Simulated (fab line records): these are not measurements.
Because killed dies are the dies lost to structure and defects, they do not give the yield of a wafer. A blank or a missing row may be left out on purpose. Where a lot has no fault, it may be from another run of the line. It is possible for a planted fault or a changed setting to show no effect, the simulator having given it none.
Struck lot and sound lot, side by side + flow sky130 + 19 steps out of a route of 708
Sound: these wafers, L653.2, L653.3, L653.6. Wafers L667.2, L667.5, L667.6 were the ones struck. The cause is given at the end.
At each step with rows: each side's tool, then ch and its chambers, then its first start. Under that, the readings that differ: sound wafers + struck wafers + difference of the means + sigmas: that difference in standard deviations of wafers without a fault.
alike: a reading whose means differ by less than 2 such deviations, as well as words and numbers matching on both sides. not compared: withheld readings; readings where some wafer has no value; bounds like >300 that might hide an equal value; numbers whose values overlap and for which the record gives no deviation.
The two part at a step that has a row with sigmas, a row that says differs or no value, or rows on one side only. Non-overlapping numbers with no deviation appear without sigmas and do not part them. A reading that every wafer of one side lacks parts them only if that side has two wafers or more.

first, 4 steps without rows for these wafers: SKY_VT_ADJUST_PCH_SOFTBAKE_03; SKY_VT_ADJUST_PCH_EXPOSE_04 (exposes mask NWM, target cd 840 nm); SKY_VT_ADJUST_PCH_PEB_05; SKY_VT_ADJUST_PCH_DEVELOP_06 (develop time 60 s).
SKY_VT_ADJUST_PCH_OVL_MEAS_07:
  sound: overlay-02 at day 11 09:56; struck: overlay-02 at day 15 20:29
  alike: VT_ADJUST_PCH_OVL
following that, these wafers have no rows for 1 step: SKY_VT_ADJUST_PCH_IMPLANT_08.
SKY_VT_ADJUST_PCH_STRIP_09: strips in O2/N2.
  sound on plasma_asher-04 ch 0,1, day 11 10:07; struck on plasma_asher-01 ch 0,1, day 15 20:40
  alike: chamber_pressure_mTorr, drypump_motor_current_A, oes_product_au, strip_time_to_endpoint_s
  not compared: rf_hours_counter_h
SKY_VT_ADJUST_PCH_TW_MEAS_10:
  sound: film_metro-03 at day 11 10:14; struck: film_metro-04 at day 15 20:47
  alike: VT_ADJUST_PCH_TW
then, 4 steps without rows for these wafers: SKY_SONOS_TUNNEL_DEHYDRATE_00 (time 60 s); SKY_SONOS_TUNNEL_HMDS_01 (prime time 60 s); SKY_SONOS_TUNNEL_COAT_02 (resist thk 1140 nm); SKY_SONOS_TUNNEL_SOFTBAKE_03 (time 60 s).
SKY_SONOS_TUNNEL_EXPOSE_04: exposes mask TUNM, target cd 410 nm.
  sound on iline_stepper-02 ch 0, day 11 21:46; struck on iline_stepper-01 ch 0, day 16 22:02
| reading                              | sound                   | struck            | difference | sigmas |
|--------------------------------------|-------------------------|-------------------|------------|--------|
| model.SONOS_TUNNEL.overlay_x_nm (nm) | -0.5847 -0.5847 -0.5847 | 289.5 289.5 289.5 | +290.1     |        |
  alike: mask, stage_vel_mm_s
then, 2 steps without rows for these wafers: SKY_SONOS_TUNNEL_PEB_05; SKY_SONOS_TUNNEL_DEVELOP_06 (develop time 60 s).
SKY_SONOS_TUNNEL_CD_MEAS_07: target cd 410 nm.
  sound: cd_sem-02 at day 12 10:05; struck: cd_sem-02 at day 17 10:50
| reading    | sound             | struck            | difference | sigmas |
|------------|-------------------|-------------------|------------|--------|
| cd_nm (nm) | 412.6 413.9 412.6 | 407.2 408.0 406.9 | -5.7       | -3     |
SKY_SONOS_TUNNEL_OVL_MEAS_08:
  sound: overlay-02 at day 12 10:11; struck: overlay-01 at day 17 10:56
| reading               | sound       | struck            | difference | sigmas      |
|-----------------------|-------------|-------------------|------------|-------------|
| SONOS_TUNNEL_OVL (nm) | 0.5 1.3 1.0 | 285.5 288.0 288.1 | +286.3     | +99 or more |
following that, these wafers have no rows for 1 step: SKY_SONOS_TUNNEL_IMPLANT_09.
-- the record jumps here: 33 days lie between the struck wafers' starts before and after (it left off in module SONOS_TUNNEL and takes up again in module PAD_OPEN, whose first step shown is number 708 of the route) --
SKY_PAD_OPEN_PROBE_99:
  record: rows for the struck wafers here (prober-01, day 50 05:32), none for the sound ones

WHERE THEY PART
At SKY_SONOS_TUNNEL_CD_MEAS_07 first; at SKY_PAD_OPEN_PROBE_99 last (within this record only).

WHY: what the simulator had put in
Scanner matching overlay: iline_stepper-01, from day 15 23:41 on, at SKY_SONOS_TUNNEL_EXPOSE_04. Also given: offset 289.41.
